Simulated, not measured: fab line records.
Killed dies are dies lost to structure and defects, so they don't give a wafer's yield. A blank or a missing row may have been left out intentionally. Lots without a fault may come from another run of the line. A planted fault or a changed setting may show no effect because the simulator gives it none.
One fault seen from 2 desks ; flow gf180mcu ; numbers are kept per desk, each desk with only its own; the story behind them comes last

== METROLOGY DESK ==
Lot by lot, what the gauges showed, no matter which tool ran the lot: averages of those sampled wafers that carry a number. If a lot's mean is further than 4 standard deviations from the usual mean, the lot is out of limits and carries the mark OUT (the distance appears in the brackets).
Columns: A = STI_CVD_03_THK at GF_STI_THK_MEAS_04, usual 207.1 nm; B = MVPSD_RS at GF_VT_IMPLANT_RS_MEAS_49, usual 1168 ohm/sq
lot;first seen here;A;B
L161;day 2 04:58;206.0;1167
L162;day 2 09:51;207.6;1169
L163;day 2 14:34;205.2;1170
L165;day 3 01:11;209.3;1168
L167;day 3 10:34;207.4;1170
L170;day 4 01:35;206.5;1171
L171;day 4 06:34;207.2;1170
L175;day 5 03:36;208.9;1171
L177;day 5 12:34;181.4 (-14) OUT;1165
L178;day 5 17:34;176.5 (-16) OUT;1172
L179;day 5 22:59;207.7;1171
L180;day 6 03:34;206.1;1165
Per this desk, out of limits: L177, L178; the first was L177, day 5 12:34 (STI_CVD_03_THK at GF_STI_THK_MEAS_04). L161, L162, L163, L165, L167, L170, L171, L175, L179, L180 stayed within limits.

== AT THE TOOL OWNER'S DESK: lpcvd-02 ==
The tool's own readings at GF_STI_CVD_03 (deposits Si3N4 from DCS/NH3, target thk 207.16 nm, time 3551 s): means of the sampled wafers that have a number, for each lot that ran on this tool. If a lot's mean is further than 4 standard deviations from the usual mean, the lot is out of limits and carries the mark OUT (the distance appears in the brackets).
Columns: A = spikeTcCentreC at GF_STI_CVD_03, usual 770.8 C; B = spikeTcTopC at GF_STI_CVD_03, usual 781.1 C; C = zonePowerTopPct at GF_STI_CVD_03, usual 27.8 %
lot;first seen here;A;B;C
L161;day 2 02:58;772.3;784.7;29.9
L162;day 2 07:52;768.8;779.4;24.8
L167;day 3 08:34;771.4;783.6;30.0
L175;day 5 01:37;769.4;778.5;24.8
L177;day 5 10:34;771.1;783.2;29.8
L178;day 5 15:34;771.0;783.9;30.0
This desk's finding: nothing out of limits on any of the 6 lots.

== PUT TOGETHER ==
Metrology desk: alarm possible at day 5 12:34 on L177, L178.
The tool owner's desk saw nothing out of limits.
The tool owner's desk has L177, L178 on record, within its limits.
GF_STI_CVD_03 was run on lpcvd-02 by each of the lots named.

== WHAT WAS PUT IN BY THE SIMULATOR ==
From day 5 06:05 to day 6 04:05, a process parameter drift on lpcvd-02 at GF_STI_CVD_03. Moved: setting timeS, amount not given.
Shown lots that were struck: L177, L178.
Per desk, hours elapsed from the start of the fault to the first reading out of limits: for the metrology desk, 6.
